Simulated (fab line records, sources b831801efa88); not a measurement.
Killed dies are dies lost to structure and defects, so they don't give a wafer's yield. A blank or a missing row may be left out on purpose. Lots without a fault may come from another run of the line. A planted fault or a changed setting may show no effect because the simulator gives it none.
Which tool did it? | flow sky130 | 13 lots, 39 wafers sampled, at 5 steps of a route of 708

WHAT THE GAUGES READ, wafer by wafer
SKY_SONOS_TUNNEL_OVL_MEAS_08.
lot  | measured     | on         | SONOS_TUNNEL_OVL (nm)
L954 | day 11 21:18 | overlay-02 | -0.1 2.0 2.4
L955 | day 12 06:34 | overlay-02 | -0.1 -1.1 -2.3
L956 | day 12 12:30 | overlay-02 | 1.8 0.5 -0.3
L957 | day 13 00:18 | overlay-02 | -0.3 -1.0 1.2
L958 | day 13 07:58 | overlay-02 | -0.7 0.2 1.1
L959 | day 13 12:02 | overlay-02 | 0.3 0.1 0.5
L962 | day 15 05:11 | overlay-01 | -0.4 0.5 0.2
L963 | day 15 13:16 | overlay-02 | -1.2 1.5 1.1
L964 | day 15 14:49 | overlay-01 | -0.9 -2.9 -1.7
L972 | day 17 19:00 | overlay-02 | 0.3 -0.3 -0.5
L973 | day 18 10:54 | overlay-02 | -0.7 -1.1 -1.5
L975 | day 18 23:18 | overlay-01 | -0.6 -0.6 -0.7
L976 | day 19 10:25 | overlay-02 | 1.9 0.4 1.9

SKY_LDD_HVP_OVL_MEAS_07.
lot  | measured     | on         | LDD_HVP_OVL (nm)
L954 | day 22 10:26 | overlay-01 | 0.6 0.3 0.4
L955 | day 22 22:11 | overlay-02 | 2.7 1.1 2.1
L956 | day 23 01:54 | overlay-01 | -2.2 -1.4 -1.9
L957 | day 23 16:39 | overlay-02 | -0.8 0.1 0.5
L958 | day 23 23:06 | overlay-02 | 1.8 -1.0 -0.1
L959 | day 24 09:47 | overlay-02 | -1.7 -0.1 0.8
L962 | day 26 05:12 | overlay-02 | -0.1 -0.3 0.6
L963 | day 26 08:57 | overlay-02 | 1.2 -1.3 -0.8
L964 | day 26 17:34 | overlay-01 | -0.1 -1.1 -0.1
L972 | day 28 14:46 | overlay-02 | 0.5 0.7 0.8
L973 | day 29 04:59 | overlay-02 | 1.3 0.3 1.8
L975 | day 29 18:03 | overlay-01 | 0.0 -1.0 1.6
L976 | day 30 03:43 | overlay-01 | -0.6 1.5 2.5

SKY_LDD_LDN_TW_MEAS_13.
lot  | measured     | on            | LDD_LDN_TW
L954 | day 23 18:10 | film_metro-02 | 1488 1494 1490
L955 | day 24 05:26 | film_metro-02 | 1495 1489 1498
L956 | day 24 09:26 | film_metro-02 | 1487 1495 1493
L957 | day 25 00:05 | film_metro-03 | 1476 1467 1469
L958 | day 25 06:37 | film_metro-03 | 1470 1477 1474
L959 | day 25 16:47 | film_metro-03 | 1467 1469 1473
L962 | day 27 12:10 | film_metro-03 | 1446 1438 1445
L963 | day 27 15:17 | film_metro-02 | 1433 1434 1431
L964 | day 27 22:52 | film_metro-01 | 1479 1488 1478
L972 | day 29 20:20 | film_metro-01 | 1481 1476 1479
L973 | day 30 10:56 | film_metro-02 | 1486 1482 1494
L975 | day 30 23:20 | film_metro-02 | 1480 1478 1482
L976 | day 31 08:52 | film_metro-03 | 1482 1486 1482

SKY_SD_N_RS_MEAS_16: measures by four-point-probe.
lot  | measured     | on            | SD_N_RS (ohm/sq)
L954 | day 28 21:32 | film_metro-01 | 68.47 68.64 68.38
L955 | day 29 05:17 | film_metro-01 | 68.57 68.44 68.54
L956 | day 29 11:28 | film_metro-04 | 68.43 68.70 68.75
L957 | day 30 01:38 | film_metro-04 | 68.70 68.69 68.69
L958 | day 30 06:51 | film_metro-04 | 68.70 68.73 68.70
L959 | day 30 14:37 | film_metro-02 | 68.57 68.65 68.55
L962 | day 32 07:56 | film_metro-01 | 68.63 68.50 68.56
L963 | day 32 12:58 | film_metro-01 | 68.40 68.60 68.48
L964 | day 32 18:29 | film_metro-04 | 68.61 68.51 68.56
L972 | day 34 10:47 | film_metro-01 | 68.63 68.59 68.61
L973 | day 35 00:34 | film_metro-02 | 68.52 68.52 68.53
L975 | day 35 12:04 | film_metro-04 | 68.41 68.62 68.43
L976 | day 35 20:16 | film_metro-02 | 68.55 68.44 68.68

WHICH TOOL RAN EACH LOT (tool, then ch and the chambers of the sampled wafers, then the start)
lot  | SKY_LDD_LDN_IMPLANT_11
L954 | implanter-03 ch 0, day 23 17:55
L955 | implanter-03 ch 0, day 24 05:13
L956 | implanter-02 ch 0, day 24 09:11
L957 | implanter-03 ch 0, day 24 23:50
L958 | implanter-03 ch 0, day 25 06:23
L959 | implanter-03 ch 0, day 25 16:34
L962 | implanter-03 ch 0, day 27 11:55
L963 | implanter-03 ch 0, day 27 15:02
L964 | implanter-04 ch 0, day 27 22:37
L972 | implanter-02 ch 0, day 29 20:05
L973 | implanter-04 ch 0, day 30 10:41
L975 | implanter-04 ch 0, day 30 23:07
L976 | implanter-04 ch 0, day 31 08:37
- SKY_LDD_LDN_IMPLANT_11

WHAT THE TOOLS THEMSELVES READ (means of the sampled wafers that have a number; where no wafer has one, the mark that the record gives instead)
SKY_LDD_LDN_IMPLANT_11.
lot  | tool         | dose_ions_cm2 | faraday_current_uA
L954 | implanter-03 | 1.25e+13      | 70.2
L955 | implanter-03 | 1.25e+13      | 69.3
L956 | implanter-02 | 1.25e+13      | 70.2
L957 | implanter-03 | 1.25e+13      | 69.9
L958 | implanter-03 | 1.25e+13      | 70.5
L959 | implanter-03 | 1.25e+13      | 69.8
L962 | implanter-03 | 8.09e+12      | 45.3
L963 | implanter-03 | 8.09e+12      | 45.7
L964 | implanter-04 | 1.25e+13      | 71.0
L972 | implanter-02 | 1.25e+13      | 72.1
L973 | implanter-04 | 1.25e+13      | 70.0
L975 | implanter-04 | 1.25e+13      | 70.7
L976 | implanter-04 | 1.25e+13      | 71.3

THE ANSWER, worked out from the rows above alone
Rule: what is usual is taken from the lots themselves. Put in order of their means at a reading, lots are off if they are a third of the lots or fewer, leave a main group of 4 or more, and stand apart from it by a gap of 3 or more times the standard deviation of the main group's means; of several such gaps the widest counts. A main group whose means are all the same, to the digits that the tables above print for the reading, isn't used. A lot without any number at a reading at which 4 lots or more have one is off too. The other lots that the step has rows for count as sound. The gauges are gone through in route order, then the tools' own readings, and for those a lot's mean is taken as printed above. The first step at which some lot is off is used, and at that step the reading that is off furthest; a lot without a number counts as furthest.
Off: L962, L963, at SKY_LDD_LDN_TW_MEAS_13 (LDD_LDN_TW). The main group: mean 1482, standard deviation 8.
A tool fits if, at a process step before that reading, it ran every lot that is off, and no sound lot after the first of them. The gauges at SKY_LDD_LDN_TW_MEAS_13 aren't tried: what is off there is off at SKY_LDD_LDN_IMPLANT_11 too, on other tools, and a gauge's error can't cause that. One fits: implanter-03 at SKY_LDD_LDN_IMPLANT_11. Its last sound lot is L959 (day 25 16:34), its first lot that is off L962 (day 27 11:55): a fault that began between those two fits.
The tool's own readings at SKY_LDD_LDN_IMPLANT_11 bear it out: on the lots that are off they differ by more than 5 times the standard deviation of the sound lots' means. dose_ions_cm2 reads 8.09e+12 there against 1.25e+13 on the sound lots; faraday_current_uA reads 45.5 there against 70.5 on the sound lots.

WHAT THE SIMULATOR HAD PUT IN
Process parameter drift: implanter-03, from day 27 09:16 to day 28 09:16, at SKY_LDD_LDN_IMPLANT_11. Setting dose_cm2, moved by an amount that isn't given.
Lots struck among those shown: L962, L963. The rule above found the same.
